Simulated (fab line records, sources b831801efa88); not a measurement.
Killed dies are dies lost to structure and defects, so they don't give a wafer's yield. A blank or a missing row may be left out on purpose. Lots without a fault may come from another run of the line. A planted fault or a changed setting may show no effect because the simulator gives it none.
One fault seen from 2 desks | flow sky130 | each desk has only its own numbers; what lay behind them comes last

THE TOOL OWNER'S DESK: litho_track-03
The tool's own readings at SKY_VIA3_SOFTBAKE_08 (time 90 s): means of the sampled wafers that have a number, for each lot that ran on this tool. A lot is out of limits, marked OUT, if its mean lies more than 4 standard deviations from the usual mean; the brackets give that distance.
Columns: A = heater_power_total_W at SKY_VIA3_SOFTBAKE_08, usual 57.36 W; B = plate_temp_C at SKY_VIA3_SOFTBAKE_08, usual 100.01 C
lot  | first seen here | A               | B
L673 | day 40 06:00    | 57.50           | 99.94
L676 | day 40 20:00    | 61.97 (+42) OUT | 105.58 (+40) OUT
L680 | day 42 04:00    | 61.79 (+40) OUT | 105.42 (+39) OUT
This desk's finding: out of limits on L676, L680; first on L676, day 40 20:00 (heater_power_total_W at SKY_VIA3_SOFTBAKE_08). In limits: L673.

THE METROLOGY DESK
What the gauges read, lot by lot, whatever tool the lot ran on: means of the sampled wafers that have a number. A lot is out of limits, marked OUT, if its mean lies more than 4 standard deviations from the usual mean; the brackets give that distance.
Columns: A = VIA3_HDPCVD_THK at SKY_VIA3_THK_MEAS_01, usual 1627 nm; B = VIA3_BOW at SKY_VIA3_BOW_MEAS_03, usual 81 um; C = cd_nm at SKY_VIA3_CD_MEAS_12, usual 200.0 nm; D = VIA3_OVL at SKY_VIA3_OVL_MEAS_13, usual -2 nm
lot  | first seen here | A    | B  | C     | D
L673 | day 39 17:43    | 1617 | 77 | 196.5 | 4
L676 | day 40 09:01    | 1607 | 80 | 202.1 | -0
L680 | day 41 16:11    | 1616 | 67 | 203.2 | -2
L688 | day 43 22:31    | 1634 | 83 | 198.3 | -1
L691 | day 44 21:39    | 1638 | 74 | 200.0 | -8
L692 | day 45 00:52    | 1634 | 84 | 200.6 | -3
This desk's finding: nothing out of limits on any of the 6 lots.

PUT TOGETHER
The tool owner's desk could have raised an alarm at day 40 20:00, on L676, L680.
The metrology desk saw nothing out of limits.
The metrology desk has L676, L680 on record, within its limits.
Of the lots named, all ran SKY_VIA3_SOFTBAKE_08 on litho_track-03.

WHAT THE SIMULATOR HAD PUT IN
Process parameter drift: litho_track-03, from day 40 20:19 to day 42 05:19, at SKY_VIA3_SOFTBAKE_08. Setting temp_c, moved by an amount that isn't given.
Lots struck among those shown: L676, L680.
